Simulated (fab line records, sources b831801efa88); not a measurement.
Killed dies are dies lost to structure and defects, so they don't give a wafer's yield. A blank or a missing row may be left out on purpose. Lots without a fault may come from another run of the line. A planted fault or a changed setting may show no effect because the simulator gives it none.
A struck lot beside a sound one | flow sky130 | 22 steps out of a route of 708
Sound: wafers L188.1, L188.3, L188.5. Struck: wafers L194.3, L194.5, L194.6. The cause comes at the end.
At each step with rows: each side's tool, then ch and its chambers, then its first start. Under that, the readings that differ: sound wafers | struck wafers | difference of the means | sigmas: that difference in standard deviations of wafers without a fault.
alike: readings whose means differ by less than 2 such deviations, and words and numbers that are the same on both sides. not compared: withheld readings, readings that some wafer has no value for, bounds like >300 that may hide the same value, and numbers for which the record gives no deviation and whose values overlap.
The two part at a step that has a row with sigmas, a row that says differs or no value, or rows on one side only. Numbers that don't overlap but have no deviation are shown without sigmas and don't part them. A reading that every wafer of one side lacks parts them only if that side has two wafers or more.

first, 1 step without rows for these wafers: SKY_CAPM_DEVELOP_11 (develop time 60 s).
SKY_CAPM_OVL_MEAS_12:
  sound on overlay-01, day 38 16:18; struck on overlay-02, day 40 21:43
  alike: CAPM_OVL
SKY_CAPM_METAL_ETCH_13: etches TiN in Cl2/BCl3, stops on SiO2, target depth 220 nm, time 62.9 s.
  sound on rie_metal-02 ch 0,1, day 38 16:20; struck on rie_metal-03 ch 0,1, day 40 21:46
  alike: bias_w, drypump_motor_current_A, oes_product_au, throttle_valve_pct
  not compared: rf_hours_counter_h
SKY_CAPM_STRIP_14: strips in O2/N2.
  sound on plasma_asher-01 ch 0,1, day 38 16:25; struck on plasma_asher-03 ch 0,1, day 40 21:51
  alike: drypump_motor_current_A, o2_flow_sccm, oes_product_au, strip_time_to_endpoint_s
  not compared: rf_hours_counter_h
then, 8 steps without rows for these wafers: SKY_CAPM_STRIP_15 (strips in post etch residue remover, time 1200 s); SKY_CAPM_CLEAN_16 (cleans in IPA, time 180 s); SKY_CAPM_CLEAN_17 (cleans in O3/DIW); SKY_METAL3_DEHYDRATE_05 (time 60 s); SKY_METAL3_HMDS_06 (prime time 60 s); SKY_METAL3_COAT_07 (resist thk 60.43 nm); SKY_METAL3_COAT_08 (resist thk 1140 nm); SKY_METAL3_SOFTBAKE_09 (time 90 s).
SKY_METAL3_EXPOSE_10: exposes mask MM3, target cd 300 nm.
  sound on krf_scanner-02 ch 0, day 39 04:44; struck on krf_scanner-02 ch 0, day 41 10:13
  alike: mask
then, 2 steps without rows for these wafers: SKY_METAL3_PEB_11; SKY_METAL3_DEVELOP_12 (develop time 60 s).
SKY_METAL3_CD_MEAS_13: target cd 300 nm.
  sound on cd_sem-01, day 39 17:03; struck on cd_sem-01, day 41 23:02
  reading    | sound             | struck           | difference | sigmas
  cd_nm (nm) | 300.5 298.8 299.5 | 68.2 159.5 160.1 | -170.3     | -99 or more
SKY_METAL3_OVL_MEAS_14:
  sound on overlay-01, day 39 17:10; struck on overlay-01, day 41 23:08
  alike: METAL3_OVL
SKY_METAL3_DESCUM_15: chemistry O2, time 8 s.
  sound on rie_metal-02 ch 0,1, day 39 17:13; struck on rie_metal-02 ch 0,1, day 41 23:10
  reading                 | sound             | struck            | difference | sigmas
  model.METAL3.cd_nm (nm) | 300.2 297.7 297.3 | 67.15 158.6 159.8 | -169.88    |
  alike: drypump_motor_current_A, oes_product_au, temp_c
  not compared: rf_hours_counter_h
SKY_METAL3_ETCH_16: etches BARC in N2/H2, stops on SiO2, time 88.2 s, target depth 60 nm.
  sound on rie_metal-02 ch 0,1, day 39 17:14; struck on rie_metal-02 ch 0,1, day 41 23:14
  alike: bias_w, drypump_motor_current_A, oes_product_au, throttle_valve_pct
  not compared: rf_hours_counter_h
SKY_METAL3_ETCH_17: etches SiO2 in C4F8/O2/Ar, stops on TiN, time 3.9 s, target depth 15 nm.
  sound on rie_diel-03 ch 0,1,2, day 39 17:20; struck on rie_diel-03 ch 0,2,3, day 41 23:20
  alike: bias_w, oes_product_au
  not compared: rf_hours_counter_h
SKY_METAL3_METAL_ETCH_18: etches the open film in Cl2/BCl3, stops on SiO2, target depth 845 nm, time 183.1 s.
  sound on rie_metal-01 ch 0,1, day 39 17:21; struck on rie_metal-01 ch 0,1, day 41 23:25
  reading                 | sound             | struck            | difference | sigmas
  model.METAL3.cd_nm (nm) | 297.7 290.9 297.1 | 62.19 152.9 160.9 | -169.90    |
  alike: bias_w, drypump_motor_current_A, oes_product_au, throttle_valve_pct
  not compared: rf_hours_counter_h
SKY_METAL3_STRIP_19: strips in O2/N2.
  sound on plasma_asher-01 ch 0,1, day 39 17:32; struck on plasma_asher-02 ch 0,1, day 41 23:34
  alike: drypump_motor_current_A, o2_flow_sccm, oes_product_au, strip_time_to_endpoint_s
  not compared: rf_hours_counter_h

WHERE THEY PART
Only at SKY_METAL3_CD_MEAS_13, within this record. Later steps at which nothing parts them and some readings are alike: SKY_METAL3_OVL_MEAS_14, SKY_METAL3_DESCUM_15, SKY_METAL3_ETCH_16, SKY_METAL3_ETCH_17, SKY_METAL3_METAL_ETCH_18, SKY_METAL3_STRIP_19.

WHY: what the simulator had put in
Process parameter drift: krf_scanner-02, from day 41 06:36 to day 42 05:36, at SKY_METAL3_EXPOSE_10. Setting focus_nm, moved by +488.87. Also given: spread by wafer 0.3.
